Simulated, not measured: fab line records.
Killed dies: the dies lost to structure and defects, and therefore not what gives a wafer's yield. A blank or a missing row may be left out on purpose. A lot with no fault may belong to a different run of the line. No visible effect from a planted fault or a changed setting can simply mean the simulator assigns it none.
A struck lot beside a sound one :: flow sky130 :: 17 steps out of a route of 708
Sound: wafers L163.2, L163.4, L163.5. Wafers struck: L164.3, L164.5, L164.6. The cause comes at the end.
Each step with rows lists, per side, the tool, then ch with its chambers, then its first start. Under that, the readings that differ: sound wafers :: struck wafers :: difference of the means :: sigmas: that difference in standard deviations of wafers without a fault.
alike: readings with means less than 2 such deviations apart, plus words and numbers identical on both sides. not compared: withheld readings, readings lacking a value on some wafer, bounds such as >300 that could conceal the same value, and numbers that have no deviation in the record and whose values overlap.
A row with sigmas, a row that says differs or no value, or rows on one side alone: a step with any of these is where the two part. Non-overlapping numbers with no deviation appear without sigmas and do not part them. Lack of a reading on every wafer of one side parts them only where that side has two or more wafers.

SKY_METAL4_SPUTTER_04: material TiN, target thk 70 nm, time 58.3 s.
  sound on pvd_sputter-01 at day 39 20:58; struck on pvd_sputter-02 at day 40 05:26
  alike: throttle_valve_pct
SKY_CAP2M_CVD_00: deposits SiO2, target thk 15.5 nm.
  sound on pecvd-04 ch 0,1, day 39 21:01; struck on pecvd-04 ch 0,1, day 40 05:29
  alike: heater_power_w
SKY_CAP2M_THK_MEAS_01:
  sound on film_metro-03 at day 39 21:03; struck on film_metro-04 at day 40 05:31
  alike: CAP2M_CVD_00_THK
SKY_CAP2M_SPUTTER_02: material TiN, target thk 200 nm, time 166.7 s.
  sound on pvd_sputter-04 at day 39 21:06; struck on pvd_sputter-04 at day 40 05:34
  alike: throttle_valve_pct
SKY_CAP2M_RS_MEAS_03: a four-point-probe measurement.
  sound on film_metro-04 at day 39 21:13; struck on film_metro-04 at day 40 05:43
  alike: CAP2M_TIN_RS
SKY_CAP2M_THK_MEAS_04: measures by xrf.
  sound on film_metro-04 at day 39 21:20; struck on film_metro-04 at day 40 05:49
  alike: CAP2M_TIN_THK
then, 6 steps without rows for these wafers: SKY_CAP2M_DEHYDRATE_05 (time 60 s); SKY_CAP2M_HMDS_06 (prime time 60 s); SKY_CAP2M_COAT_07 (resist thk 1140 nm); SKY_CAP2M_SOFTBAKE_08 (time 60 s); SKY_CAP2M_EXPOSE_09 (exposes mask CAP2M, target cd 1000 nm); SKY_CAP2M_PEB_10.
SKY_CAP2M_DEVELOP_11: develop time 60 s.
  sound on litho_track-01 ch 0, day 40 21:56; struck on litho_track-03 ch 0, day 41 05:56
reading: developer_temp_C (C)
sound: 22.82 22.76 22.95
struck: 25.44 25.45 25.27
difference: +2.54
sigmas: +26
  alike: chill_plate_temp_C
SKY_CAP2M_OVL_MEAS_12:
  sound on overlay-01 at day 40 22:04; struck on overlay-02 at day 41 06:03
  alike: CAP2M_OVL
SKY_CAP2M_METAL_ETCH_13: etches TiN in Cl2/BCl3, stops on SiO2, target depth 220 nm, time 62.9 s.
  sound on rie_metal-03 ch 0,1, day 40 22:06; struck on rie_metal-03 ch 0,1, day 41 06:06
reading: throttle_valve_pct (%)
sound: 21.900 21.905 21.898
struck: 21.885 21.875 21.872
difference: -0.024
sigmas: -2
  alike: drypump_motor_current_A, oes_product_au
  not compared: rf_hours_counter_h, model.CAP2M.cd_nm
SKY_CAP2M_STRIP_14: strips in O2/N2.
  sound on plasma_asher-02 ch 0,1, day 40 22:11; struck on plasma_asher-04 ch 0,1, day 41 06:11
reading: strip_time_to_endpoint_s (s)
sound: 12.64 12.64 12.61
struck: 12.72 12.69 12.80
difference: +0.11
sigmas: +2
  alike: drypump_motor_current_A, oes_product_au
  not compared: rf_hours_counter_h
-- the record jumps here: 5 days lie between the struck wafers' starts before and after (it left off in module CAP2M and takes up again in module PAD_OPEN, whose first step shown is number 708 of the route) --
SKY_PAD_OPEN_PROBE_99:
  sound on prober-02 at day 45 22:52; struck on prober-02 at day 46 03:22
  alike: defect_limited_yield, killed_at_M0_to_M3, killed_at_M4_up, killed_at_contacts, killed_at_front_end, killed_at_other, killed_dies, killed_open, killed_short, sort_bin_3_pad_short, sort_bin_5_function, sort_bin_6_memory, sort_n_pass, sort_yield_pct

== WHERE THEY PART ==
Last at SKY_CAP2M_STRIP_14 as far as this record goes, first at SKY_CAP2M_DEVELOP_11. Later steps at which nothing parts them and some readings are alike: SKY_PAD_OPEN_PROBE_99.

WHY: what had been put in by the simulator
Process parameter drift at SKY_CAP2M_DEVELOP_11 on litho_track-03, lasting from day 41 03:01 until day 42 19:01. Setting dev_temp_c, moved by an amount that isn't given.
